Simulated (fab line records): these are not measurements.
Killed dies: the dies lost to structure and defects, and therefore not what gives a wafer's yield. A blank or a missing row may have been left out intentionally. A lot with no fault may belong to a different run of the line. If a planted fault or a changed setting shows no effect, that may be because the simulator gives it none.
Which tool was responsible? + flow sky130 + Sampling: 15 lots, 45 wafers, 5 of 708 route steps

## WHAT EACH GAUGE READ, for each wafer
SKY_VT_ADJUST_PCH_OVL_MEAS_07. Usual: VT_ADJUST_PCH_OVL typically reads 0.3 nm, with standard deviation 1.6.
| lot  | measured     | on         | VT_ADJUST_PCH_OVL (nm) | flag |
|------|--------------|------------|------------------------|------|
| L918 | day 10 02:59 | overlay-02 | 0.5 2.4 0.4            |      |
| L919 | day 10 13:10 | overlay-02 | 0.4 0.6 0.1            |      |
| L921 | day 11 14:47 | overlay-01 | 0.5 1.3 2.5            |      |
| L923 | day 12 08:34 | overlay-02 | 3.4 2.3 2.5            |      |
| L924 | day 12 13:10 | overlay-02 | 1.3 0.3 -1.9           |      |
| L926 | day 12 17:55 | overlay-02 | 1.3 1.0 -0.9           |      |
| L925 | day 12 19:41 | overlay-02 | 1.5 1.1 2.6            |      |
| L927 | day 13 07:10 | overlay-01 | -1.1 1.2 1.1           |      |
| L933 | day 14 18:22 | overlay-01 | 0.8 -0.6 -1.9          |      |
| L934 | day 15 05:52 | overlay-02 | -0.9 -2.0 -0.3         |      |
| L936 | day 15 22:44 | overlay-01 | -0.2 -1.4 -1.0         |      |
| L938 | day 16 14:05 | overlay-02 | 0.8 -0.4 0.3           |      |
| L939 | day 17 00:02 | overlay-01 | -0.1 -1.1 -0.2         |      |
| L940 | day 17 01:40 | overlay-02 | -3.2 -5.2 -2.3         |      |
| L941 | day 17 11:09 | overlay-01 | -1.6 -0.5 -0.2         |      |

SKY_POLY_GATE_CD_MEAS_22. Usual: 151 nm for cd_nm, sd 3.3.
| lot  | measured     | on        | cd_nm (nm)  | flag |
|------|--------------|-----------|-------------|------|
| L918 | day 16 05:11 | cd_sem-02 | 154 151 151 |      |
| L919 | day 16 19:53 | cd_sem-01 | 152 148 155 |      |
| L921 | day 19 02:23 | cd_sem-02 | 149 145 151 |      |
| L923 | day 19 01:02 | cd_sem-01 | 152 146 149 |      |
| L924 | day 19 02:20 | cd_sem-01 | 153 150 150 |      |
| L926 | day 19 14:11 | cd_sem-02 | 148 151 151 |      |
| L925 | day 19 08:37 | cd_sem-01 | 155 150 156 |      |
| L927 | day 20 02:25 | cd_sem-02 | 149 153 148 |      |
| L933 | day 21 13:05 | cd_sem-01 | 150 148 144 |      |
| L934 | day 21 22:13 | cd_sem-01 | 150 149 153 |      |
| L936 | day 22 15:42 | cd_sem-01 | 148 142 150 |      |
| L938 | day 23 22:42 | cd_sem-01 | 147 150 150 |      |
| L939 | day 24 01:28 | cd_sem-01 | 152 147 150 |      |
| L940 | day 24 01:30 | cd_sem-02 | 149 151 161 |      |
| L941 | day 24 04:06 | cd_sem-02 | 150 145 148 |      |

SKY_LDD_N_TW_MEAS_17. Usual: LDD_N_TW typically reads 2582, with standard deviation 15.
| lot  | measured     | on            | LDD_N_TW       | flag |
|------|--------------|---------------|----------------|------|
| L918 | day 17 10:31 | film_metro-01 | 2559 2563 2565 |      |
| L919 | day 18 01:52 | film_metro-02 | 2584 2574 2594 |      |
| L921 | day 20 11:01 | film_metro-01 | 2581 2575 2575 |      |
| L923 | day 20 10:07 | film_metro-04 | 2607 2588 2594 |      |
| L924 | day 20 11:01 | film_metro-02 | 2566 2561 2557 |      |
| L926 | day 20 22:19 | film_metro-04 | 2601 2605 2589 |      |
| L925 | day 20 16:29 | film_metro-01 | 2578 2571 2578 |      |
| L927 | day 21 09:55 | film_metro-04 | 2594 2590 2596 |      |
| L933 | day 22 16:37 | film_metro-01 | 2536 2562 2581 |      |
| L934 | day 22 21:25 | film_metro-04 | 2591 2591 2582 |      |
| L936 | day 23 22:51 | film_metro-02 | 2567 2570 2567 |      |
| L938 | day 25 05:01 | film_metro-01 | 2569 2584 2583 |      |
| L939 | day 25 07:43 | film_metro-04 | 2583 2597 2594 |      |
| L940 | day 25 07:25 | film_metro-02 | 2590 2588 2585 |      |
| L941 | day 25 10:33 | film_metro-01 | 2584 2578 2589 |      |

## WHICH TOOL RAN EACH LOT (tool, then ch and the chambers of the sampled wafers, then the start)
| lot  | SKY_POLY_GATE_ETCH_16              | SKY_POLY_GATE_STRIP_18               |
|------|------------------------------------|--------------------------------------|
| L918 | rie_diel-03 ch 0,1, day 16 02:25   | plasma_asher-01 ch 1, day 16 02:34   |
| L919 | rie_diel-03 ch 0,2,3, day 16 17:52 | plasma_asher-03 ch 0,1, day 16 18:01 |
| L921 | rie_diel-03 ch 0,2,3, day 18 23:40 | plasma_asher-03 ch 0,1, day 18 23:51 |
| L923 | rie_diel-01 ch 0,2,3, day 18 23:19 | plasma_asher-01 ch 0,1, day 18 23:28 |
| L924 | rie_diel-04 ch 0,1,3, day 19 00:18 | plasma_asher-02 ch 0,1, day 19 00:28 |
| L926 | rie_diel-04 ch 0,1,3, day 19 10:31 | plasma_asher-03 ch 0,1, day 19 10:40 |
| L925 | rie_diel-03 ch 1,2,3, day 19 05:48 | plasma_asher-02 ch 0,1, day 19 05:58 |
| L927 | rie_diel-01 ch 0,1, day 19 21:43   | plasma_asher-03 ch 0,1, day 19 21:54 |
| L933 | rie_diel-03 ch 0,1,2, day 21 11:24 | plasma_asher-02 ch 0,1, day 21 11:34 |
| L934 | rie_diel-03 ch 0,1, day 21 20:30   | plasma_asher-03 ch 0,1, day 21 20:41 |
| L936 | rie_diel-03 ch 0,3, day 22 14:03   | plasma_asher-01 ch 0,1, day 22 14:13 |
| L938 | rie_diel-01 ch 0,1,3, day 23 20:28 | plasma_asher-03 ch 0,1, day 23 20:37 |
| L939 | rie_diel-01 ch 0,2, day 23 23:00   | plasma_asher-02 ch 0,1, day 23 23:10 |
| L940 | rie_diel-04 ch 0,1,2, day 23 22:46 | plasma_asher-02 ch 0,1, day 23 22:58 |
| L941 | rie_diel-03 ch 2,3, day 24 01:30   | plasma_asher-03 ch 0,1, day 24 01:40 |
- SKY_POLY_GATE_ETCH_16: etches Si3N4 in CH3F/O2, stops on poly-Si, time 147.5 s, target depth 75 nm.
- SKY_POLY_GATE_STRIP_18: strips in O2/N2.

## AS READ BY THE TOOLS THEMSELVES (means over the sampled wafers that have a number; for cases with no such wafer, the mark the record gives instead)
SKY_POLY_GATE_ETCH_16. Usual: O2_flow_sccm 30.01 sccm, standard deviation 0.094; bias_w 80.00 W, standard deviation 0.25; drypump_motor_current_A 5.8 A, standard deviation 0.39; oes_product_au 0.642 a.u., standard deviation 0.0054; throttle_valve_pct 10.535 %, standard deviation 0.0088.
| lot  | tool        | O2_flow_sccm (sccm) | bias_w (W) | drypump_motor_current_A (A) | oes_product_au (a.u.) | throttle_valve_pct (%) | flag |
|------|-------------|---------------------|------------|-----------------------------|-----------------------|------------------------|------|
| L918 | rie_diel-03 | 30.01               | 80.22      | 6.1                         | 0.647                 | 10.539                 |      |
| L919 | rie_diel-03 | 30.07               | 80.03      | 5.9                         | 0.639                 | 10.527                 |      |
| L921 | rie_diel-03 | 30.02               | 79.84      | 5.9                         | 0.635                 | 10.531                 |      |
| L923 | rie_diel-01 | 30.03               | 79.87      | 5.9                         | 0.638                 | 10.531                 |      |
| L924 | rie_diel-04 | 30.08               | 80.00      | 5.4                         | 0.643                 | 10.532                 |      |
| L926 | rie_diel-04 | -                   | -          | -                           | -                     | -                      | OFF  |
| L925 | rie_diel-03 | -                   | -          | -                           | -                     | -                      | OFF  |
| L927 | rie_diel-01 | -                   | -          | -                           | -                     | -                      | OFF  |
| L933 | rie_diel-03 | 29.99               | 79.95      | 6.0                         | 0.644                 | 10.530                 |      |
| L934 | rie_diel-03 | 29.93               | 79.93      | 5.9                         | 0.643                 | 10.537                 |      |
| L936 | rie_diel-03 | 29.90               | 79.98      | 5.8                         | 0.648                 | 10.531                 |      |
| L938 | rie_diel-01 | 29.95               | 80.12      | 5.9                         | 0.647                 | 10.540                 |      |
| L939 | rie_diel-01 | 30.04               | 80.12      | 6.1                         | 0.633                 | 10.526                 |      |
| L940 | rie_diel-04 | 30.07               | 79.89      | 5.6                         | 0.642                 | 10.524                 |      |
| L941 | rie_diel-03 | 29.97               | 80.00      | 5.9                         | 0.644                 | 10.537                 |      |

SKY_POLY_GATE_STRIP_18. Usual: drypump_motor_current_A 5.77 A, standard deviation 0.26; oes_product_au 0.361 a.u., standard deviation 0.0047; strip_time_to_endpoint_s 3.17 s, standard deviation 0.055.
| lot  | tool            | drypump_motor_current_A (A) | oes_product_au (a.u.) | strip_time_to_endpoint_s (s) | flag |
|------|-----------------|-----------------------------|-----------------------|------------------------------|------|
| L918 | plasma_asher-01 | 5.34                        | 0.359                 | 3.17                         |      |
| L919 | plasma_asher-03 | 6.02                        | 0.366                 | 3.21                         |      |
| L921 | plasma_asher-03 | 6.00                        | 0.365                 | 3.22                         |      |
| L923 | plasma_asher-01 | 5.53                        | 0.365                 | 3.26                         |      |
| L924 | plasma_asher-02 | 5.62                        | 0.361                 | 3.15                         |      |
| L926 | plasma_asher-03 | 6.01                        | 0.412                 | 4.35                         | OFF  |
| L925 | plasma_asher-02 | 5.67                        | 0.415                 | 4.37                         | OFF  |
| L927 | plasma_asher-03 | 5.99                        | 0.410                 | 4.34                         | OFF  |
| L933 | plasma_asher-02 | 5.66                        | 0.363                 | 3.18                         |      |
| L934 | plasma_asher-03 | 5.89                        | 0.361                 | 3.17                         |      |
| L936 | plasma_asher-01 | 5.52                        | 0.357                 | 3.12                         |      |
| L938 | plasma_asher-03 | 5.90                        | 0.362                 | 3.18                         |      |
| L939 | plasma_asher-02 | 5.66                        | 0.363                 | 3.19                         |      |
| L940 | plasma_asher-02 | 5.69                        | 0.363                 | 3.15                         |      |
| L941 | plasma_asher-03 | 5.90                        | 0.363                 | 3.12                         |      |

## THE ANSWER, worked out from the rows above alone
Rule: a lot counts as off when the mean over its wafers that have a number is more than 3 standard deviations away from the usual mean. Also off: a lot with no number at a reading for which 4 or more lots have one. Any other lot the step has rows for is counted as sound. First the gauges in route order, then the tools' own readings, where a lot's mean is used as printed above. The first step at which some lot is off is used, and at that step the reading that is off furthest; a lot without a number counts as furthest.
Off: L926, L925, L927, at SKY_POLY_GATE_ETCH_16 (O2_flow_sccm). Without a number there: L926, L925, L927.
If a tool, at that step or one of the process steps before it, ran each lot that is off and ran no sound lot following the first of them, it fits. None of those tried fits.

## WHAT HAD BEEN PUT IN BY THE SIMULATOR
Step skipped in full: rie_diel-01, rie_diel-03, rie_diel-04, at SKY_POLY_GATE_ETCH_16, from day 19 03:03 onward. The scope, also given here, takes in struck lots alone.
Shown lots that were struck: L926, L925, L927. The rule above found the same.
